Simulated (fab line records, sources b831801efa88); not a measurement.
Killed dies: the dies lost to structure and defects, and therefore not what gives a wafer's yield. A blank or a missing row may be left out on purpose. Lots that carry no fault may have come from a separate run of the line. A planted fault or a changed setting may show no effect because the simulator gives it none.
One fault seen from 2 desks + flow sky130 + only its own numbers are on each desk; what lay behind them is given at the end

== AT THE TOOL OWNER'S DESK: rie_si-01 ==
The tool's own readings at SKY_POLY_GATE_ETCH_17 (etches poly-Si in HBr/Cl2, stops on SiO2, target depth 180 nm, time 70.5 s): means of the sampled wafers that have a number, for each lot that ran on this tool. Marked OUT: a lot whose mean sits more than 4 standard deviations from the usual mean, which makes it out of limits; the brackets give that distance.
Columns: A = drypump_motor_current_A at SKY_POLY_GATE_ETCH_17, usual 5.7 A; B = oes_product_au at SKY_POLY_GATE_ETCH_17, usual 0.989 a.u.; C = run_length_s at SKY_POLY_GATE_ETCH_17, usual 99.0 s; D = throttle_valve_pct at SKY_POLY_GATE_ETCH_17, usual 33.685 %
| lot  | first seen here | A   | B     | C     | D      |
|------|-----------------|-----|-------|-------|--------|
| L222 | day 18 18:59    | 5.7 | 0.987 | 99.2  | 33.688 |
| L227 | day 20 22:38    | 5.6 | 0.988 | 100.3 | 33.688 |
| L235 | day 23 13:38    | 5.9 | 0.986 | 99.0  | 33.682 |
Result from this desk: across the 3 lots, nothing is out of limits.

== METROLOGY DESK ==
Means of the sampled wafers that have a number, per lot and without regard to the tool the lot ran on: this is what the gauges read. Marked OUT: a lot whose mean sits more than 4 standard deviations from the usual mean, which makes it out of limits; the brackets give that distance.
Columns: A = cd_nm at SKY_POLY_GATE_CD_MEAS_13, usual 151.0 nm; B = POLY_GATE_OVL at SKY_POLY_GATE_OVL_MEAS_14, usual 1 nm
| lot  | first seen here | A     | B  |
|------|-----------------|-------|----|
| L222 | day 18 18:40    | 149.5 | -3 |
| L227 | day 20 22:20    | 152.0 | -3 |
| L235 | day 23 13:19    | 151.3 | -2 |
| L236 | day 23 23:41    | 153.3 | -3 |
| L238 | day 24 15:49    | 150.7 | -1 |
Result from this desk: across the 5 lots, nothing is out of limits.

== PUT TOGETHER ==
Nothing out of limits was seen by the tool owner's desk.
From the metrology desk's view, nothing was out of limits.

== WHAT HAD BEEN PUT IN BY THE SIMULATOR ==
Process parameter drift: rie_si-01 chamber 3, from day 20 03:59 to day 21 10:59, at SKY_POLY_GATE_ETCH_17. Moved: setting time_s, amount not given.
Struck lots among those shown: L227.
